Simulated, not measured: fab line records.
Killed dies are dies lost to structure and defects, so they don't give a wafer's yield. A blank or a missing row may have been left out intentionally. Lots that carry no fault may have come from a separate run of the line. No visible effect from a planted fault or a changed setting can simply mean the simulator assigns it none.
One fault seen from 2 desks	flow sky130	each desk has only its own numbers; what lay behind them comes last

AT THE METROLOGY DESK
Lot by lot, what the gauges showed, no matter which tool ran the lot: averages of those sampled wafers that carry a number. Any lot whose mean is over 4 standard deviations away from the usual mean is out of limits and marked OUT; that distance is given in the brackets.
Columns: A = cdNm at SKY_LI_CONTACT_CD_MEAS_12, usual 169.7 nm; B = LI_CONTACT_OVL at SKY_LI_CONTACT_OVL_MEAS_13, usual 0 nm; C = LI_CONTACT_W_RS at SKY_LI_CONTACT_RS_MEAS_22, usual 0.286 ohm/sq
lot	first seen here	A	B	C
L925	day 29 11:59	166.7	-1	0.288
L927	day 29 21:53	168.7	3	0.291
L936	day 33 05:36	170.5	-11	0.282
L937	day 33 16:58	169.3	-1	0.291
L942	day 35 03:25	168.7	2	0.274
L946	day 36 02:16	168.0	-1	0.285
Finding of this desk: none of the 6 lots has anything out of limits.

AT THE TOOL OWNER'S DESK: cvdW-01
The tool's own readings at SKY_LI_CONTACT_CVD_21 (deposits W, target thk 400 nm, time 120.56 s): means of the sampled wafers that have a number, for each lot that ran on this tool. Any lot whose mean is over 4 standard deviations away from the usual mean is out of limits and marked OUT; that distance is given in the brackets.
Columns: A = heaterPowerW at SKY_LI_CONTACT_CVD_21, usual 878 W
lot	first seen here	A
L925	day 29 12:42	804
L936	day 33 06:20	819
L942	day 35 04:08	838
Finding of this desk: none of the 3 lots has anything out of limits.

TAKEN TOGETHER
From the metrology desk's view, nothing was out of limits.
Nothing out of limits was seen by the tool owner's desk.

WHAT HAD BEEN PUT IN BY THE SIMULATOR
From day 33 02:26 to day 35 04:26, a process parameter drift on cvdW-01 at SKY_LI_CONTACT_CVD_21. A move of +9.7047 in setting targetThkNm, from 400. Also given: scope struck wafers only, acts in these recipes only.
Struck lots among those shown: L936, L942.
